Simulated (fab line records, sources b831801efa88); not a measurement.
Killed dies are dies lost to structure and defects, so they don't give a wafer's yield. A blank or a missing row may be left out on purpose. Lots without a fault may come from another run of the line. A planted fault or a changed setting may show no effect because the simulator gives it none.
Which tool did it? | flow sky130 | 12 lots, 36 wafers sampled, at 3 steps of a route of 708

WHAT THE GAUGES READ, wafer by wafer
SKY_NWELL_OVL_MEAS_23. Usual: NWELL_01_OVL -0.2 nm, standard deviation 1.6.
lot  | measured     | on         | NWELL_01_OVL (nm) | flag
L762 | day 5 12:39  | overlay-01 | -1.9 -2.5 -3.6    |
L763 | day 5 21:29  | overlay-02 | 2.3 2.6 -1.6      |
L769 | day 7 09:15  | overlay-01 | 0.6 -0.5 1.7      |
L770 | day 7 11:35  | overlay-02 | -2.4 -0.5 0.2     |
L771 | day 7 19:02  | overlay-01 | 2.2 -0.3 0.3      |
L772 | day 8 01:23  | overlay-02 | 0.7 -0.2 1.9      |
L773 | day 8 06:26  | overlay-02 | -1.8 -0.1 -0.1    |
L778 | day 10 04:27 | overlay-02 | 0.6 0.6 0.6       |
L779 | day 10 05:44 | overlay-01 | -2.2 -1.1 -0.6    |
L781 | day 10 11:21 | overlay-02 | -0.3 -0.8 1.1     |
L782 | day 10 18:57 | overlay-01 | -1.8 -3.8 -2.5    |
L784 | day 11 04:59 | overlay-02 | -2.1 -2.3 0.9     |

SKY_VT_ADJUST_LVTN_OVL_MEAS_18. Usual: VT_ADJUST_LVTN_01_OVL -0.5 nm, standard deviation 1.2.
lot  | measured     | on         | VT_ADJUST_LVTN_01_OVL (nm) | flag
L762 | day 7 21:01  | overlay-01 | -0.2 0.3 -1.5              |
L763 | day 8 08:48  | overlay-01 | -0.7 0.7 0.4               |
L769 | day 10 01:01 | overlay-01 | -1.5 -1.4 -0.8             |
L770 | day 10 04:07 | overlay-02 | 1.2 -1.0 -0.8              |
L771 | day 10 11:39 | overlay-02 | 0.2 0.7 0.7                |
L772 | day 10 19:13 | overlay-02 | 0.5 -0.9 -0.3              |
L773 | day 11 00:15 | overlay-02 | -1.8 -0.8 -1.2             |
L778 | day 13 03:37 | overlay-02 | 0.6 -0.2 -0.9              |
L779 | day 13 05:21 | overlay-02 | -0.3 -0.8 0.5              |
L781 | day 13 13:08 | overlay-01 | -1.3 -1.0 -0.7             |
L782 | day 13 22:00 | overlay-02 | -1.7 -1.1 0.4              |
L784 | day 14 08:43 | overlay-01 | -1.2 -2.1 -0.4             |

WHICH TOOL RAN EACH LOT (tool, then ch and the chambers of the sampled wafers, then the start)
lot  | SKY_NWELL_STRIP_25
L762 | plasma_asher-02 ch 0, day 5 12:50
L763 | plasma_asher-02 ch 1, day 5 21:40
L769 | plasma_asher-02 ch 0,1, day 7 09:26
L770 | plasma_asher-02 ch 0,1, day 7 11:46
L771 | plasma_asher-04 ch 0,1, day 7 19:13
L772 | plasma_asher-02 ch 0,1, day 8 01:34
L773 | plasma_asher-02 ch 0,1, day 8 06:38
L778 | plasma_asher-04 ch 0,1, day 10 04:38
L779 | plasma_asher-04 ch 0,1, day 10 05:55
L781 | plasma_asher-04 ch 0,1, day 10 11:32
L782 | plasma_asher-04 ch 0,1, day 10 19:08
L784 | plasma_asher-02 ch 0,1, day 11 05:10
- SKY_NWELL_STRIP_25: strips in O2/N2.

WHAT THE TOOLS THEMSELVES READ (means of the sampled wafers that have a number; where no wafer has one, the mark that the record gives instead)
SKY_NWELL_STRIP_25. Usual: chamber_pressure_mTorr 1500.0 mTorr, standard deviation 1.2; drypump_motor_current_A 5.54 A, standard deviation 0.22; oes_product_au 0.723 a.u., standard deviation 0.0045; strip_time_to_endpoint_s 36.92 s, standard deviation 0.098.
lot  | tool            | chamber_pressure_mTorr (mTorr) | drypump_motor_current_A (A) | oes_product_au (a.u.) | strip_time_to_endpoint_s (s) | flag
L762 | plasma_asher-02 | 1499.7                         | 5.69                        | 0.718                 | 36.85                        |
L763 | plasma_asher-02 | 1500.3                         | 5.46                        | 0.721                 | 36.94                        |
L769 | plasma_asher-02 | 1498.2                         | 5.64                        | 0.724                 | 36.85                        |
L770 | plasma_asher-02 | 1499.1                         | 5.54                        | 0.723                 | 36.96                        |
L771 | plasma_asher-04 | 1499.4                         | 5.53                        | 0.722                 | 36.94                        |
L772 | plasma_asher-02 | 1500.2                         | 5.61                        | 0.724                 | 36.93                        |
L773 | plasma_asher-02 | 1500.4                         | 5.52                        | 0.721                 | 37.03                        |
L778 | plasma_asher-04 | 1499.9                         | 5.33                        | 0.725                 | 36.72                        |
L779 | plasma_asher-04 | 1500.9                         | 5.31                        | 0.723                 | 36.84                        |
L781 | plasma_asher-04 | 1499.3                         | 5.33                        | 0.722                 | 37.02                        |
L782 | plasma_asher-04 | 1499.3                         | 5.52                        | 0.726                 | 37.02                        |
L784 | plasma_asher-02 | 1499.5                         | 5.65                        | 0.724                 | 37.12                        |

THE ANSWER, worked out from the rows above alone
Rule: a lot is off if the mean of its wafers that have a number lies more than 3 standard deviations from the usual mean. A lot without any number at a reading at which 4 lots or more have one is off too. The other lots that the step has rows for count as sound. The gauges are gone through in route order, then the tools' own readings, and for those a lot's mean is taken as printed above. The first step at which some lot is off is used, and at that step the reading that is off furthest; a lot without a number counts as furthest.
No lot is off at any reading shown: from this, nothing can be told.

WHAT THE SIMULATOR HAD PUT IN
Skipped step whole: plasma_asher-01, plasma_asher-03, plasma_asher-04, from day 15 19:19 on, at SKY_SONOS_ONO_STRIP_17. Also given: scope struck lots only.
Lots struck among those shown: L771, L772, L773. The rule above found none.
